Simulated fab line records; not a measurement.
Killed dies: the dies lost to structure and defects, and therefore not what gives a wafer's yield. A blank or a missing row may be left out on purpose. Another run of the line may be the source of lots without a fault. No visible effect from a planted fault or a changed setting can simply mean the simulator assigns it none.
Which tool is to blame? | flow gf180mcu | 11 lots, 33 wafers sampled, at 6 steps of a route of 602

WHAT EACH GAUGE READ, for each wafer
GF_HV_LDD_TW_MEAS_50.
lot  | measured     | on           | HV_LDD_4_TW
L406 | day 12 11:15 | filmMetro-03 | 573 569 571
L407 | day 12 16:44 | filmMetro-03 | 573 570 571
L408 | day 13 01:56 | filmMetro-04 | 559 563 560
L410 | day 13 19:40 | filmMetro-01 | 581 579 579
L411 | day 14 03:42 | filmMetro-04 | 565 566 563
L415 | day 15 16:59 | filmMetro-01 | 573 573 571
L418 | day 16 14:16 | filmMetro-04 | 563 562 566
L421 | day 17 15:00 | filmMetro-04 | 562 562 562
L426 | day 19 07:14 | filmMetro-04 | 562 563 563
L428 | day 19 17:13 | filmMetro-03 | 577 574 577
L429 | day 20 02:37 | filmMetro-01 | 576 575 578

GF_M1_RS_MEAS_05: a four-point-probe measurement.
lot  | measured     | on           | M1_ALCU_RS (ohm/sq)
L406 | day 16 04:55 | filmMetro-01 | 0.0694 0.0691 0.0698
L407 | day 16 11:51 | filmMetro-02 | 0.0690 0.0710 0.0693
L408 | day 16 22:30 | filmMetro-02 | 0.0702 0.0700 0.0712
L410 | day 17 18:05 | filmMetro-02 | 0.0689 0.0694 0.0702
L411 | day 18 02:56 | filmMetro-03 | 0.0694 0.0686 0.0681
L415 | day 19 22:07 | filmMetro-03 | 0.0695 0.0565 0.0694
L418 | day 20 18:59 | filmMetro-02 | 0.0570 0.0687 0.0697
L421 | day 21 21:14 | filmMetro-01 | 0.0688 0.0689 0.0699
L426 | day 23 12:54 | filmMetro-03 | 0.0704 0.0694 0.0692
L428 | day 23 21:55 | filmMetro-02 | 0.0695 0.0686 0.0679
L429 | day 24 07:20 | filmMetro-01 | 0.0694 0.0701 0.0696

GF_M1_THK_MEAS_06: measures by xrf.
lot  | measured     | on           | M1_ALCU_THK (nm)
L406 | day 16 05:02 | filmMetro-01 | 448 450 446
L407 | day 16 11:58 | filmMetro-02 | 453 438 450
L408 | day 16 22:37 | filmMetro-02 | 444 447 438
L410 | day 17 18:13 | filmMetro-02 | 454 454 447
L411 | day 18 03:03 | filmMetro-03 | 450 455 458
L415 | day 19 22:14 | filmMetro-03 | 450 554 453
L418 | day 20 19:06 | filmMetro-02 | 552 458 451
L421 | day 21 21:22 | filmMetro-01 | 453 452 445
L426 | day 23 13:01 | filmMetro-03 | 445 448 449
L428 | day 23 22:02 | filmMetro-02 | 447 453 459
L429 | day 24 07:27 | filmMetro-01 | 449 443 448

GF_M1_CD_MEAS_14 targets a cd of 230 nm.
lot  | measured     | on       | cdNm (nm)
L406 | day 17 03:42 | cdSem-02 | 229.6 229.0 229.3
L407 | day 17 10:49 | cdSem-01 | 230.2 231.7 230.1
L408 | day 17 20:59 | cdSem-01 | 227.6 228.3 228.5
L410 | day 18 17:07 | cdSem-01 | 229.7 230.3 228.8
L411 | day 19 02:57 | cdSem-01 | 230.8 232.6 231.6
L415 | day 20 22:19 | cdSem-01 | 228.8 229.9 229.5
L418 | day 21 18:50 | cdSem-01 | 231.1 230.4 231.5
L421 | day 22 20:34 | cdSem-01 | 229.5 229.6 228.4
L426 | day 24 10:41 | cdSem-02 | 229.8 229.8 229.8
L428 | day 24 19:59 | cdSem-02 | 231.3 233.0 231.9
L429 | day 25 05:32 | cdSem-02 | 228.7 229.2 230.2

WHAT TOOL EACH LOT RAN ON (gives the tool, then ch and the chambers of the sampled wafers, and finally the start)
lot  | GF_CONTACT_CMP_04             | GF_M1_SPUTTER_02
L406 | cmp-02 ch 0,1, day 15 04:55   | pvdSputter-03, day 16 04:50
L407 | cmp-01 ch 0,1,3, day 15 11:38 | pvdSputter-04, day 16 11:46
L408 | cmp-01 ch 1,2,3, day 15 22:08 | pvdSputter-02, day 16 22:23
L410 | cmp-02 ch 0,1, day 16 17:34   | pvdSputter-03, day 17 18:00
L411 | cmp-01 ch 0,1,2, day 17 02:12 | pvdSputter-03, day 18 02:50
L415 | cmp-02 ch 0,1,2, day 18 19:43 | pvdSputter-03, day 19 22:02
L418 | cmp-01 ch 0,1,3, day 19 16:53 | pvdSputter-03, day 20 18:53
L421 | cmp-01 ch 0,1,3, day 20 19:42 | pvdSputter-02, day 21 21:09
L426 | cmp-02 ch 2,3, day 22 12:05   | pvdSputter-02, day 23 12:49
L428 | cmp-01 ch 0,1,2, day 22 21:35 | pvdSputter-04, day 23 21:49
L429 | cmp-02 ch 0,1,2, day 23 06:39 | pvdSputter-02, day 24 07:14
- GF_CONTACT_CMP_04: polishes SiO2.
- GF_M1_SPUTTER_02: material AlCu, target thk 450 nm, time 23.9 s.

WHAT THE TOOLS THEMSELVES READ (means of the sampled wafers that have a number; where no wafer has one, the mark that the record gives instead)
GF_CONTACT_CMP_04.
lot  | tool   | motorCurrentA (A) | timeToEndpointS (s)
L406 | cmp-02 | 11.7              | 126
L407 | cmp-01 | 11.8              | 113
L408 | cmp-01 | 12.4              | 113
L410 | cmp-02 | 11.6              | 112
L411 | cmp-01 | 12.1              | 113
L415 | cmp-02 | 11.9              | 110
L418 | cmp-01 | 11.6              | 110
L421 | cmp-01 | 12.0              | 114
L426 | cmp-02 | 13.2              | 106
L428 | cmp-01 | 11.5              | 107
L429 | cmp-02 | 11.6              | 106

GF_M1_SPUTTER_02.
lot  | tool          | cathodeDcPowerW (W) | throttleValvePct (%)
L406 | pvdSputter-03 | 10600               | 29.1
L407 | pvdSputter-04 | 10602               | 28.9
L408 | pvdSputter-02 | 10600               | 30.5
L410 | pvdSputter-03 | 10600               | 29.4
L411 | pvdSputter-03 | 10600               | 29.2
L415 | pvdSputter-03 | 11424               | 29.5
L418 | pvdSputter-03 | 11423               | 29.6
L421 | pvdSputter-02 | 10598               | 30.5
L426 | pvdSputter-02 | 10600               | 31.6
L428 | pvdSputter-04 | 10601               | 29.6
L429 | pvdSputter-02 | 10601               | 30.8

THE ANSWER, worked out from the rows above alone
Rule: what is usual is taken from the lots themselves. The widest of any qualifying gaps counts: lots, ordered by their means at a reading, are off when they make up no more than a third of the lots, leave a main group of 4 or more, and stand apart from it by 3 or more times the standard deviation of that group's means. A main group whose means are all the same, to the digits that the tables above print for the reading, isn't used. A lot without any number at a reading at which 4 lots or more have one is off too. Any other lot the step has rows for is counted as sound. First the gauges in route order, then the tools' own readings, where a lot's mean is used as printed above. At the first step where some lot is off, the reading lying furthest off is the one used; lots without a number count as furthest.
Off: L415, L418, at GF_M1_RS_MEAS_05 (M1_ALCU_RS). Main group: mean 0.0695 ohm/sq, sd 0.00053.
If a tool, at a process step before that reading, ran all the lots that are off and no sound lot after the first of them, it fits. Not tried: the gauges at GF_M1_RS_MEAS_05; whatever is off there is also off at GF_M1_SPUTTER_02, on other tools, and gauge error can't account for it. One fits: GF_M1_SPUTTER_02 on pvdSputter-03. Its last sound lot is L411 (day 18 02:50), its first lot that is off L415 (day 19 22:02): a fault that began between those two fits.
On the lots that are off, the tool's own readings at GF_M1_SPUTTER_02 differ by more than 5 times the standard deviation of the sound lots' means, which bears it out; cathodeDcPowerW reads 11424 W there versus 10600 W on the sound lots.

WHAT HAD BEEN PUT IN BY THE SIMULATOR
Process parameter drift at GF_M1_SPUTTER_02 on pvdSputter-03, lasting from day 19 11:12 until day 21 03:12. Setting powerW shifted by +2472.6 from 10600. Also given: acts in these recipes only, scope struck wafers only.
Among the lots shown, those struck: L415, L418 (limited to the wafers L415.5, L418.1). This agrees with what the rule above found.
